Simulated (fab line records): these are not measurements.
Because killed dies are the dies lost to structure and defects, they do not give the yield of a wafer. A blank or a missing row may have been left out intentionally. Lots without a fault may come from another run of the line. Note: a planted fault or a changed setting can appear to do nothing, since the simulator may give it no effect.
A lot that was struck, set against a sound lot    flow gf180mcu    14 steps out of a route of 602
Sound: the wafers L132.2, L132.4, L132.6. Struck: wafers L133.1, L133.5, L133.6. The cause is named last.
At each step with rows: each side's tool, then ch and its chambers, then its first start. Under that, the readings that differ: sound wafers    struck wafers    difference of the means    sigmas: that difference in standard deviations of wafers without a fault.
alike: words and numbers the same on both sides, and readings whose means are apart by under 2 such deviations; not compared: readings that were withheld, readings missing a value for some wafer, numbers with overlapping values and no deviation given by the record, and bounds like >300 which may hide the same value.
A row with sigmas, a row that says differs or no value, or rows on one side alone: a step with any of these is where the two part. Numbers that don't overlap but have no deviation are shown without sigmas and don't part them. A reading missing from all wafers of one side parts the sides only when that side holds two or more wafers.

first, 2 steps without rows for these wafers: GF_M1_CLEAN_19 (cleans in DIW); GF_V1_CVD_00 (deposits SiO2, target thk 600 nm, time 100 s).
GF_V1_THK_MEAS_01:
  sound on film-metro-02, day 18 13:50; struck on film-metro-02, day 19 05:02
  alike: V1_CVD_00_THK
GF_V1_CVD_02: deposits SiO2 from TEOS, target thk 850 nm, time 94.851 s.
  sound on pecvd-02 ch 0,1,2, day 18 13:53; struck on pecvd-02 ch 0,1,2, day 19 05:05
  alike: heater-power-w
GF_V1_THK_MEAS_03:
  sound on film-metro-03, day 18 13:58; struck on film-metro-01, day 19 05:10
  alike: V1_CVD_02_THK
GF_V1_CMP_04: polishes SiO2.
  sound on cmp-01 ch 1,3, day 18 14:01; struck on cmp-02 ch 1,2, day 19 05:16
  alike: motor-current-A, platen-rpm, time-to-endpoint-s
GF_V1_BOW_MEAS_05:
  sound on film-metro-02, day 18 14:20; struck on film-metro-03, day 19 05:33
  alike: V1_BOW
then, 5 steps without rows for these wafers: GF_V1_DEHYDRATE_06 (time 60 s); GF_V1_HMDS_07 (prime time 60 s); GF_V1_COAT_08; GF_V1_COAT_09 (resist thk 1000 nm); GF_V1_SOFTBAKE_10 (time 60 s).
GF_V1_EXPOSE_11: exposes mask Via1, target cd 260 nm.
  struck on krf-scanner-01, day 19 17:43; sound on krf-scanner-02 ch 0, day 19 02:20
  no value came back on the struck wafers for exposure-dose-mJ-cm2, focus-offset-nm (nm); on the sound wafers exposure-dose-mJ-cm2 reads 37.96 37.98 37.97
  alike: mask
then, 1 step without rows for these wafers: GF_V1_PEB_12 (peb time 90 s).

WHERE THEY PART
Only at GF_V1_EXPOSE_11, as far as this record shows.

WHY: what the simulator had put in
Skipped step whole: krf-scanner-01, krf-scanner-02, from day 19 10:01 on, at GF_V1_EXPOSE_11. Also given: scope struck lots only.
